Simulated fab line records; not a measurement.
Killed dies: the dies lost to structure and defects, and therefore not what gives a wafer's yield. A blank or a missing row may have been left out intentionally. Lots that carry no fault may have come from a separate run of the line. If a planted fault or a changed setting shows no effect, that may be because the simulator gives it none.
What tool caused it? + flow gf180mcu + 13 lots, 39 wafers sampled, at 4 steps of a route of 602

## WHAT EACH GAUGE READ, for each wafer
GF_TOP_METAL_OVL_MEAS_15. Usual: for TOP_METAL_OVL the level is 0.3 nm and the standard deviation is 1.4.
| lot  | measured     | on         | TOP_METAL_OVL (nm) | flag |
|------|--------------|------------|--------------------|------|
| L581 | day 28 01:49 | overlay-02 | 0.2 1.8 0.1        |      |
| L584 | day 29 01:55 | overlay-02 | 0.8 0.2 0.7        |      |
| L585 | day 29 09:22 | overlay-01 | -1.0 -2.2 -1.8     |      |
| L586 | day 29 20:22 | overlay-01 | -1.5 -0.8 -1.8     |      |
| L587 | day 30 08:50 | overlay-02 | 1.0 1.3 1.6        |      |
| L589 | day 30 20:34 | overlay-01 | -1.0 -2.7 -1.3     |      |
| L590 | day 31 04:04 | overlay-01 | -0.4 -2.4 0.0      |      |
| L591 | day 31 12:13 | overlay-01 | 5.6 2.1 3.8        |      |
| L592 | day 31 14:10 | overlay-02 | 0.8 -1.9 -0.2      |      |
| L594 | day 32 02:25 | overlay-02 | -0.1 0.2 0.7       |      |
| L601 | day 33 21:57 | overlay-01 | -0.5 -1.1 -0.6     |      |
| L602 | day 34 06:52 | overlay-02 | -0.4 -0.6 0.6      |      |
| L603 | day 34 07:49 | overlay-01 | 1.0 0.4 0.7        |      |

## TOOL THAT RAN EACH LOT (tool first, then ch and the chambers of the sampled wafers, then the start)
| lot  | GF_V3_STRIP_18                       | GF_V5_SPUTTER_21             | GF_TOP_METAL_SPUTTER_00      |
|------|--------------------------------------|------------------------------|------------------------------|
| L581 | plasma asher-02 ch 0,1, day 22 11:06 | pvd sputter-02, day 27 05:31 | pvd sputter-02, day 27 06:13 |
| L584 | plasma asher-04 ch 0,1, day 23 15:37 | pvd sputter-01, day 28 06:15 | pvd sputter-03, day 28 06:57 |
| L585 | plasma asher-02 ch 0,1, day 23 23:33 | pvd sputter-01, day 28 13:31 | pvd sputter-01, day 28 14:13 |
| L586 | plasma asher-04 ch 0,1, day 24 11:21 | pvd sputter-04, day 29 00:10 | pvd sputter-02, day 29 00:58 |
| L587 | plasma asher-04 ch 0,1, day 25 01:23 | pvd sputter-01, day 29 13:22 | pvd sputter-03, day 29 14:07 |
| L589 | plasma asher-04 ch 0, day 25 17:16   | pvd sputter-04, day 30 01:45 | pvd sputter-02, day 30 02:29 |
| L590 | plasma asher-03 ch 0,1, day 25 22:50 | pvd sputter-01, day 30 09:11 | pvd sputter-03, day 30 09:52 |
| L591 | plasma asher-04 ch 0,1, day 26 07:13 | pvd sputter-01, day 30 17:08 | pvd sputter-01, day 30 17:56 |
| L592 | plasma asher-04 ch 0,1, day 26 15:41 | pvd sputter-01, day 30 20:41 | pvd sputter-03, day 30 21:23 |
| L594 | plasma asher-04 ch 0,1, day 27 02:06 | pvd sputter-01, day 31 08:14 | pvd sputter-03, day 31 08:55 |
| L601 | plasma asher-02 ch 0,1, day 29 08:18 | pvd sputter-02, day 33 06:35 | pvd sputter-02, day 33 07:24 |
| L602 | plasma asher-04 ch 0, day 29 17:43   | pvd sputter-02, day 33 14:42 | pvd sputter-03, day 33 15:33 |
| L603 | plasma asher-04 ch 0,1, day 29 19:21 | pvd sputter-02, day 33 15:43 | pvd sputter-02, day 33 16:24 |
- GF_V3_STRIP_18: strips in O2/N2.
- GF_V5_SPUTTER_21: material Ti, target thk 15 nm, time 80.02 s.
- GF_TOP_METAL_SPUTTER_00: material Ti, target thk 37.5 nm, time 150 s.

## WHAT THE TOOLS THEMSELVES READ (means of the sampled wafers that have a number; where no wafer has one, the mark that the record gives instead)
GF_V3_STRIP_18. Usual: chamber pressure mTorr 1499.9 mTorr, standard deviation 1.3; drypump motor current A 5.7 A, standard deviation 0.33; heater power w 317 W, standard deviation 22; n2 flow sccm 300.1 sccm, standard deviation 0.85; oes product au 0.593 a.u., standard deviation 0.0051.
| lot  | tool            | chamber pressure mTorr (mTorr) | drypump motor current A (A) | heater power w (W) | n2 flow sccm (sccm) | oes product au (a.u.) | flag |
|------|-----------------|--------------------------------|-----------------------------|--------------------|---------------------|-----------------------|------|
| L581 | plasma asher-02 | 1500.1                         | 5.6                         | 331                | 300.0               | 0.594                 |      |
| L584 | plasma asher-04 | 1499.2                         | 5.7                         | 300                | 300.3               | 0.597                 |      |
| L585 | plasma asher-02 | 1501.2                         | 5.8                         | 322                | 300.4               | 0.595                 |      |
| L586 | plasma asher-04 | 1499.6                         | 6.0                         | 295                | 300.7               | 0.590                 |      |
| L587 | plasma asher-04 | 1500.8                         | 5.9                         | 298                | 301.0               | 0.593                 |      |
| L589 | plasma asher-04 | 1500.2                         | 5.5                         | 305                | 299.9               | 0.594                 |      |
| L590 | plasma asher-03 | 1499.5                         | 5.3                         | 337                | 299.3               | 0.596                 |      |
| L591 | plasma asher-04 | 1499.8                         | 5.7                         | 297                | 301.2               | 0.595                 |      |
| L592 | plasma asher-04 | 1499.3                         | 5.9                         | 297                | 299.6               | 0.591                 |      |
| L594 | plasma asher-04 | 1499.6                         | 5.9                         | 298                | 300.4               | 0.593                 |      |
| L601 | plasma asher-02 | 1499.6                         | 5.6                         | 323                | 299.6               | 0.590                 |      |
| L602 | plasma asher-04 | 1499.3                         | 5.5                         | 305                | 298.6               | 0.593                 |      |
| L603 | plasma asher-04 | 1500.0                         | 5.9                         | 296                | 300.4               | 0.591                 |      |

GF_V5_SPUTTER_21. Usual: throttle valve pct reads 30.1 % (standard deviation 0.89).
| lot  | tool           | throttle valve pct (%) | flag |
|------|----------------|------------------------|------|
| L581 | pvd sputter-02 | 29.9                   |      |
| L584 | pvd sputter-01 | 29.9                   |      |
| L585 | pvd sputter-01 | 30.6                   |      |
| L586 | pvd sputter-04 | 29.3                   |      |
| L587 | pvd sputter-01 | 30.8                   |      |
| L589 | pvd sputter-04 | 29.5                   |      |
| L590 | pvd sputter-01 | 30.0                   |      |
| L591 | pvd sputter-01 | 30.6                   |      |
| L592 | pvd sputter-01 | 30.9                   |      |
| L594 | pvd sputter-01 | 29.7                   |      |
| L601 | pvd sputter-02 | 31.0                   |      |
| L602 | pvd sputter-02 | 30.3                   |      |
| L603 | pvd sputter-02 | 29.9                   |      |

GF_TOP_METAL_SPUTTER_00. Usual: throttle valve pct reads 30.3 % (standard deviation 1.1).
| lot  | tool           | throttle valve pct (%) | flag |
|------|----------------|------------------------|------|
| L581 | pvd sputter-02 | 30.8                   |      |
| L584 | pvd sputter-03 | 29.8                   |      |
| L585 | pvd sputter-01 | 29.8                   |      |
| L586 | pvd sputter-02 | 30.3                   |      |
| L587 | pvd sputter-03 | 30.8                   |      |
| L589 | pvd sputter-02 | 30.3                   |      |
| L590 | pvd sputter-03 | 29.9                   |      |
| L591 | pvd sputter-01 | 31.2                   |      |
| L592 | pvd sputter-03 | 29.9                   |      |
| L594 | pvd sputter-03 | 30.9                   |      |
| L601 | pvd sputter-02 | 30.1                   |      |
| L602 | pvd sputter-03 | 30.8                   |      |
| L603 | pvd sputter-02 | 30.2                   |      |

## THE ANSWER, worked out from the rows above alone
Rule: a lot counts as off when the mean over its wafers that have a number is more than 3 standard deviations away from the usual mean. Also off: a lot with no number at a reading for which 4 or more lots have one. The other lots that the step has rows for count as sound. The gauges are gone through in route order, then the tools' own readings, and for those a lot's mean is taken as printed above. At the first step where some lot is off, the reading lying furthest off is the one used; lots without a number count as furthest.
Across all readings shown, no lot is off: no conclusion can be drawn from this.

## WHAT THE SIMULATOR HAD INSERTED
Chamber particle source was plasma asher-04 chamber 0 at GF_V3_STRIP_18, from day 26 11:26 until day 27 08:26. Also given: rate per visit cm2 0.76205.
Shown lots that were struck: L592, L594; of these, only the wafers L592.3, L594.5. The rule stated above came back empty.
